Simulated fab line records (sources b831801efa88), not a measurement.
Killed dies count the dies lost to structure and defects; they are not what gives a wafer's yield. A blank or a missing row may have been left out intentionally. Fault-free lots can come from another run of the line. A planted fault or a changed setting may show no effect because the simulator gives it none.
Which tool is to blame? ; flow gf180mcu ; route of 602 steps, sampled at 1 step: 6 lots, 18 wafers

## WHAT EACH GAUGE READ, for each wafer
GF_MVPSD_OVL_MEAS_07.
lot;measured;on;MVPSD_OVL (nm)
L855;day 5 07:11;overlay-01;-0.1 0.1 1.5
L857;day 5 20:22;overlay-01;0.1 -0.7 -0.2
L860;day 6 15:20;overlay-01;-0.3 -0.4 1.0
L863;day 7 08:29;overlay-02;2.5 1.5 -0.1
L871;day 9 06:53;overlay-01;2.2 4.6 2.3
L875;day 10 04:59;overlay-01;1.2 1.4 0.1

## EACH LOT AND THE TOOL THAT RAN IT (in order: tool; ch and the chambers of the sampled wafers; start)
There is no process step in the record ahead of these readings.

## THE ANSWER, worked out from the rows above alone
Rule: usual is defined by the lots themselves. Put in order of their means at a reading, lots are off if they are a third of the lots or fewer, leave a main group of 4 or more, and stand apart from it by a gap of 3 or more times the standard deviation of the main group's means; of several such gaps the widest counts. A main group whose means are all the same, to the digits that the tables above print for the reading, isn't used. Also off: a lot with no number at a reading for which 4 or more lots have one. The other lots that the step has rows for count as sound.
Off: at GF_MVPSD_OVL_MEAS_07 (MVPSD_OVL), L871. Mean 0.5 nm and standard deviation 0.56 in the main group.
A tool fits if, at a process step before that reading, it ran every lot that is off, and no sound lot after the first of them. Those tools and the gauges at GF_MVPSD_OVL_MEAS_07 are tried in the same way. No candidate that was tried fits.

## WHAT HAD BEEN PUT IN BY THE SIMULATOR
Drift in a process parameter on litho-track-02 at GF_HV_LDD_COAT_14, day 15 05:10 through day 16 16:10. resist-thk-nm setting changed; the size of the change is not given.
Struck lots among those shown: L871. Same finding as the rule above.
